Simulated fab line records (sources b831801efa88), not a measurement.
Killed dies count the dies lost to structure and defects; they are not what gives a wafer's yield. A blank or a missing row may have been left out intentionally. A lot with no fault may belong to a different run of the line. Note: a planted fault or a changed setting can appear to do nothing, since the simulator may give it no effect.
A single fault, viewed from 2 desks :: flow gf180mcu :: only its own numbers are on each desk; what lay behind them is given at the end

AT THE TOOL OWNER'S DESK: lithoTrack-04
The tool's own readings at GF_NSD_DEVELOP_06 (develop time 60 s): means of the sampled wafers that have a number, for each lot that ran on this tool. A lot is out of limits, marked OUT, if its mean lies more than 4 standard deviations from the usual mean; the brackets give that distance.
Columns: A = developerTempC at GF_NSD_DEVELOP_06, usual 23.00 C
lot: L883
first seen here: day 15 07:43
A: 22.98

lot: L891
first seen here: day 18 07:19
A: 22.95

lot: L896
first seen here: day 20 02:05
A: 23.11

lot: L899
first seen here: day 21 01:28
A: 23.08
This desk found nothing out of limits on any of the 4 lots.

FROM THE METROLOGY DESK
What the gauges read for every lot (on any tool): the sampled wafers with a number, averaged. A lot is out of limits, marked OUT, if its mean lies more than 4 standard deviations from the usual mean; the brackets give that distance.
Columns: A = HV_LDD_03_OVL at GF_HV_LDD_OVL_MEAS_47, usual 0.9 nm; B = cdNm at GF_NSD_CD_MEAS_07, usual 399.3 nm
lot: L877
first seen here: day 12 06:04
A: -0.4
B: 398.3

lot: L878
first seen here: day 12 11:56
A: 0.3
B: 396.9

lot: L879
first seen here: day 13 00:28
A: 1.9
B: 403.5

lot: L883
first seen here: day 14 07:43
A: 1.1
B: 398.5

lot: L884
first seen here: day 14 16:57
A: -0.1
B: 398.2

lot: L887
first seen here: day 16 05:05
A: -0.3
B: 402.6

lot: L891
first seen here: day 17 05:34
A: -0.0
B: 399.2

lot: L892
first seen here: day 17 19:26
A: -2.0
B: 400.1

lot: L893
first seen here: day 18 00:55
A: 0.4
B: 400.7

lot: L896
first seen here: day 18 23:17
A: 2.8
B: 428.2 (+13) OUT

lot: L898
first seen here: day 19 19:40
A: 2.1
B: 398.7

lot: L899
first seen here: day 19 22:26
A: -0.0
B: 423.0 (+10) OUT
Finding of this desk: L896, L899 out of limits; the first was L896 at day 20 02:14, on cdNm at GF_NSD_CD_MEAS_07. L877, L878, L879, L883, L884, L887, L891, L892, L893, L898: within limits.

BROUGHT TOGETHER
At day 20 02:14 the metrology desk could have sounded an alarm, on L896, L899.
Nothing out of limits was seen by the tool owner's desk.
On record at the tool owner's desk: L896, L899, within its limits.
On lithoTrack-04, each named lot ran GF_NSD_DEVELOP_06.

WHAT WAS PUT IN BY THE SIMULATOR
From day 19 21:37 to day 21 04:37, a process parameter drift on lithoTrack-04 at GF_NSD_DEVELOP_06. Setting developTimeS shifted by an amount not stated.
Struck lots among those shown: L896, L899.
Time in hours between the start of the fault and the first out-of-limits reading at each desk: metrology desk, 5.
